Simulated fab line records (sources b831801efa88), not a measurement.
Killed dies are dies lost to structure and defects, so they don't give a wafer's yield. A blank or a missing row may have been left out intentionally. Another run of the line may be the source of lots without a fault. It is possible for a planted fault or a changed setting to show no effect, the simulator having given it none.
The tool behind it: which one? | flow sky130 | 39 wafers from 13 lots sampled at 5 of the route's 708 steps

WHAT EACH GAUGE READ, for each wafer
SKY_FIELD_ISO_THK_MEAS_25.
lot  | measured    | on            | FIELD_ISO_CVD_24_THK (nm)
L581 | day 2 15:18 | film-metro-01 | 590 594 590
L582 | day 2 22:02 | film-metro-03 | 596 598 595
L583 | day 3 00:34 | film-metro-01 | 602 603 595
L584 | day 3 06:16 | film-metro-03 | 588 598 591
L585 | day 3 13:55 | film-metro-02 | 592 593 601
L590 | day 4 14:17 | film-metro-03 | 596 590 602
L595 | day 5 13:22 | film-metro-01 | 604 602 608
L597 | day 6 01:08 | film-metro-01 | 591 596 593
L598 | day 6 06:23 | film-metro-01 | 600 604 588
L600 | day 6 15:26 | film-metro-03 | 589 598 599
L601 | day 6 23:34 | film-metro-03 | 588 589 595
L602 | day 7 05:10 | film-metro-03 | 597 606 597
L603 | day 7 09:22 | film-metro-03 | 598 599 599

SKY_DNWELL_TW_MEAS_09.
lot  | measured    | on            | DNWELL_TW
L581 | day 3 14:42 | film-metro-01 | 1121 1123 1118
L582 | day 3 22:11 | film-metro-01 | 1114 1115 1113
L583 | day 4 00:34 | film-metro-04 | 1116 1117 1118
L584 | day 4 05:32 | film-metro-02 | 1121 1120 1124
L585 | day 4 13:12 | film-metro-04 | 1119 1120 1121
L590 | day 5 12:48 | film-metro-04 | 1109 1117 1117
L595 | day 6 13:13 | film-metro-04 | 1120 1117 1117
L597 | day 7 01:01 | film-metro-01 | 1103 1108 1103
L598 | day 7 07:24 | film-metro-04 | 1125 1124 1122
L600 | day 7 17:54 | film-metro-04 | 1127 1121 1121
L601 | day 8 06:05 | film-metro-02 | 1121 1120 1117
L602 | day 8 08:28 | film-metro-02 | 1115 1113 1112
L603 | day 8 12:16 | film-metro-01 | 1116 1120 1123

SKY_NWELL_OVL_MEAS_23.
lot  | measured     | on         | NWELL_01_OVL (nm)
L581 | day 5 21:32  | overlay-02 | 1.2 1.5 0.9
L582 | day 6 05:07  | overlay-02 | 0.6 0.2 -0.5
L583 | day 6 07:59  | overlay-02 | -0.7 -0.5 -0.2
L584 | day 6 13:40  | overlay-02 | - - -
L585 | day 6 23:01  | overlay-02 | - - -
L590 | day 8 00:32  | overlay-02 | 3.1 2.3 1.8
L595 | day 9 04:16  | overlay-02 | -1.0 0.1 1.5
L597 | day 9 17:40  | overlay-01 | -2.1 -1.6 -2.2
L598 | day 9 23:24  | overlay-01 | 2.4 0.5 1.0
L600 | day 10 11:48 | overlay-01 | 1.0 -1.6 -0.9
L601 | day 11 02:18 | overlay-01 | -0.7 -1.4 -1.7
L602 | day 11 04:31 | overlay-02 | 0.6 2.1 2.6
L603 | day 11 08:55 | overlay-02 | 1.3 0.4 1.2

SKY_VT_ADJUST_HVTP_CD_MEAS_07: the cd target is 380 nm.
lot  | measured     | on        | cd-nm (nm)
L581 | day 6 17:54  | cd-sem-01 | 379.3 378.4 375.8
L582 | day 7 01:22  | cd-sem-02 | 382.4 382.6 381.7
L583 | day 7 04:32  | cd-sem-01 | 378.0 377.8 380.4
L584 | day 7 09:43  | cd-sem-02 | 376.5 379.3 378.3
L585 | day 7 19:23  | cd-sem-01 | 381.5 384.2 381.6
L590 | day 8 23:00  | cd-sem-01 | 379.5 380.4 379.6
L595 | day 10 03:31 | cd-sem-01 | 376.5 377.3 382.5
L597 | day 10 17:17 | cd-sem-02 | 376.9 379.0 379.0
L598 | day 10 22:12 | cd-sem-01 | 380.4 378.7 380.9
L600 | day 11 11:21 | cd-sem-02 | 381.3 381.2 378.5
L601 | day 12 02:36 | cd-sem-01 | 376.0 376.5 376.0
L602 | day 12 04:49 | cd-sem-02 | 378.1 380.0 380.5
L603 | day 12 09:49 | cd-sem-01 | 376.6 374.8 375.9

EACH LOT AND THE TOOL THAT RAN IT (in order: tool; ch and the chambers of the sampled wafers; start)
lot  | SKY_NWELL_COAT_18
L581 | litho-track-03 ch 0, day 5 11:30
L582 | litho-track-04 ch 0, day 5 18:50
L583 | litho-track-04 ch 0, day 5 22:12
L584 | litho-track-04, day 6 04:26
L585 | litho-track-03, day 6 12:39
L590 | litho-track-02 ch 0, day 7 14:08
L595 | litho-track-03 ch 0, day 8 17:13
L597 | litho-track-04 ch 0, day 9 05:51
L598 | litho-track-04 ch 0, day 9 11:36
L600 | litho-track-03 ch 0, day 10 00:57
L601 | litho-track-03 ch 0, day 10 14:48
L602 | litho-track-03 ch 0, day 10 17:22
L603 | litho-track-04 ch 0, day 10 21:02
- SKY_NWELL_COAT_18: resist thk 3000 nm.

AS READ BY THE TOOLS THEMSELVES (means over the sampled wafers that have a number; for cases with no such wafer, the mark the record gives instead)
SKY_NWELL_COAT_18.
lot  | tool           | chill-plate-temp-C (C) | dispense-pressure-kPa (kPa) | spin-speed-rpm (rpm)
L581 | litho-track-03 | 22.92                  | 45.6                        | 1999.7
L582 | litho-track-04 | 22.89                  | 48.7                        | 2000.5
L583 | litho-track-04 | 22.92                  | 48.7                        | 1999.1
L584 | litho-track-04 | -                      | -                           | -
L585 | litho-track-03 | -                      | -                           | -
L590 | litho-track-02 | 23.03                  | 47.9                        | 2000.2
L595 | litho-track-03 | 23.05                  | 45.6                        | 2000.3
L597 | litho-track-04 | 23.00                  | 48.7                        | 2001.4
L598 | litho-track-04 | 22.92                  | 48.7                        | 2000.3
L600 | litho-track-03 | 22.86                  | 45.6                        | 1999.3
L601 | litho-track-03 | 22.96                  | 45.6                        | 1999.3
L602 | litho-track-03 | 23.04                  | 45.6                        | 2000.9
L603 | litho-track-04 | 23.12                  | 48.7                        | 1998.6

THE ANSWER, worked out from the rows above alone
Rule: usual is defined by the lots themselves. The widest of any qualifying gaps counts: lots, ordered by their means at a reading, are off when they make up no more than a third of the lots, leave a main group of 4 or more, and stand apart from it by 3 or more times the standard deviation of that group's means. The tables above print the reading to a certain number of digits; a main group whose means all agree to those digits is not used. Also off: a lot with no number at a reading for which 4 or more lots have one. Any other lot the step has rows for is counted as sound. Order of review: gauges by route order, followed by the tools' own readings, for which a lot's mean as printed above is used. The first step at which some lot is off is used, and at that step the reading that is off furthest; a lot without a number counts as furthest.
Off: L584, L585, seen at SKY_NWELL_OVL_MEAS_23 (NWELL_01_OVL). Without a number there: L584, L585. The main group has a mean of 0.3 nm with a standard deviation of 1.3.
A tool fits if, at a process step before that reading, it ran every lot that is off, and no sound lot after the first of them. Not tried: the gauges at SKY_NWELL_OVL_MEAS_23; whatever is off there is also off at SKY_NWELL_COAT_18, on other tools, and gauge error can't account for it. None of those tried fits.

WHAT WAS PUT IN BY THE SIMULATOR
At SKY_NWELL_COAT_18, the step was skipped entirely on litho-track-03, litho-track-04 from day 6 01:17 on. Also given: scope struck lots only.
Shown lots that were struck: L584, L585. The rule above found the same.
